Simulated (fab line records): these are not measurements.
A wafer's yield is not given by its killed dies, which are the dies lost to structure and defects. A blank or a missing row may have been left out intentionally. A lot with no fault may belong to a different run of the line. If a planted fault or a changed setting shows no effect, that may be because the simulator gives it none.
The tool behind it: which one? -- flow gf180mcu -- Sampling: 12 lots, 36 wafers, 3 of 602 route steps

WHAT EACH GAUGE READ, for each wafer
GF_TOP_METAL_THK_MEAS_06: measures by xrf.
lot,measured,on,TOP_METAL_ALCU_THK (nm)
L482,day 27 10:37,filmMetro-03,871 881 873
L483,day 27 19:43,filmMetro-04,911 896 904
L484,day 27 23:48,filmMetro-04,904 909 902
L485,day 28 08:11,filmMetro-02,914 898 919
L486,day 28 19:26,filmMetro-03,886 880 870
L487,day 29 03:31,filmMetro-04,890 891 876
L489,day 29 10:30,filmMetro-04,889 890 902
L490,day 29 20:18,filmMetro-04,888 902 898
L491,day 30 07:24,filmMetro-02,886 895 888
L492,day 30 12:12,filmMetro-03,883 887 883
L501,day 32 21:45,filmMetro-04,909 890 904
L502,day 33 01:55,filmMetro-02,901 904 907

EACH LOT AND THE TOOL THAT RAN IT (in order: tool; ch and the chambers of the sampled wafers; start)
lot,GF_V4_STRIP_18,GF_V5_CMP_26
L482,"plasmaAsher-04 ch 0,1, day 24 13:33","cmp-02 ch 0,1,2, day 27 09:58"
L483,"plasmaAsher-01 ch 0,1, day 24 22:12","cmp-02 ch 0,1, day 27 19:04"
L484,"plasmaAsher-03 ch 0,1, day 25 04:15","cmp-02 ch 1,2, day 27 23:09"
L485,"plasmaAsher-04 ch 0,1, day 25 12:37","cmp-01 ch 0,1,3, day 28 07:35"
L486,"plasmaAsher-03 ch 0,1, day 26 00:12","cmp-02 ch 2,3, day 28 18:47"
L487,"plasmaAsher-01 ch 0,1, day 26 09:03","cmp-02 ch 0,1,2, day 29 02:58"
L489,"plasmaAsher-04 ch 0,1, day 26 17:25","cmp-02 ch 0,1,3, day 29 09:51"
L490,"plasmaAsher-04 ch 0,1, day 27 04:09","cmp-02 ch 1,2,3, day 29 19:46"
L491,"plasmaAsher-04 ch 0,1, day 27 15:57","cmp-01 ch 0,3, day 30 06:45"
L492,"plasmaAsher-04 ch 0,1, day 27 21:04","cmp-02 ch 0,1,2, day 30 11:39"
L501,"plasmaAsher-04 ch 0, day 30 10:22","cmp-02 ch 0,1, day 32 21:10"
L502,"plasmaAsher-04 ch 1, day 30 16:11","cmp-02 ch 0,2, day 33 01:17"
- GF_V4_STRIP_18: strips in O2/N2.
- GF_V5_CMP_26: polishes, stops on SiO2, t overpolish 15 s, target thk 0 nm.

AS READ BY THE TOOLS THEMSELVES (means over the sampled wafers that have a number; for cases with no such wafer, the mark the record gives instead)
GF_V4_STRIP_18.
lot,tool,drypumpMotorCurrentA (A),heaterPowerW (W),oesProductAu (a.u.)
L482,plasmaAsher-04,5.8,344,0.594
L483,plasmaAsher-01,6.1,319,0.592
L484,plasmaAsher-03,5.6,319,0.596
L485,plasmaAsher-04,5.8,335,0.600
L486,plasmaAsher-03,5.5,319,0.593
L487,plasmaAsher-01,6.1,315,0.594
L489,plasmaAsher-04,5.8,342,0.592
L490,plasmaAsher-04,5.8,344,0.597
L491,plasmaAsher-04,5.8,345,0.591
L492,plasmaAsher-04,5.8,341,0.596
L501,plasmaAsher-04,5.8,360,0.591
L502,plasmaAsher-04,5.7,312,0.589

GF_V5_CMP_26.
lot,tool,motorCurrentA (A),overpolishRunS (s),timeToEndpointS (s)
L482,cmp-02,9.9,14.996,87
L483,cmp-02,10.0,14.987,82
L484,cmp-02,9.4,15.003,90
L485,cmp-01,12.1,15.002,83
L486,cmp-02,11.2,14.998,84
L487,cmp-02,10.3,14.995,89
L489,cmp-02,10.4,15.004,86
L490,cmp-02,10.6,15.004,87
L491,cmp-01,10.7,14.993,79
L492,cmp-02,10.3,15.002,85
L501,cmp-02,9.8,14.995,86
L502,cmp-02,10.5,14.993,85

THE ANSWER, worked out from the rows above alone
Rule: what is usual is taken from the lots themselves. The widest of any qualifying gaps counts: lots, ordered by their means at a reading, are off when they make up no more than a third of the lots, leave a main group of 4 or more, and stand apart from it by 3 or more times the standard deviation of that group's means. A main group is skipped when, at the precision printed for the reading in the tables above, its means are all equal. Also off: a lot with no number at a reading for which 4 or more lots have one. The other lots that the step has rows for count as sound. First the gauges in route order, then the tools' own readings, where a lot's mean is used as printed above. At the first step where some lot is off, the reading lying furthest off is the one used; lots without a number count as furthest.
No lot is off at any reading shown: from this, nothing can be told.

WHAT WAS PUT IN BY THE SIMULATOR
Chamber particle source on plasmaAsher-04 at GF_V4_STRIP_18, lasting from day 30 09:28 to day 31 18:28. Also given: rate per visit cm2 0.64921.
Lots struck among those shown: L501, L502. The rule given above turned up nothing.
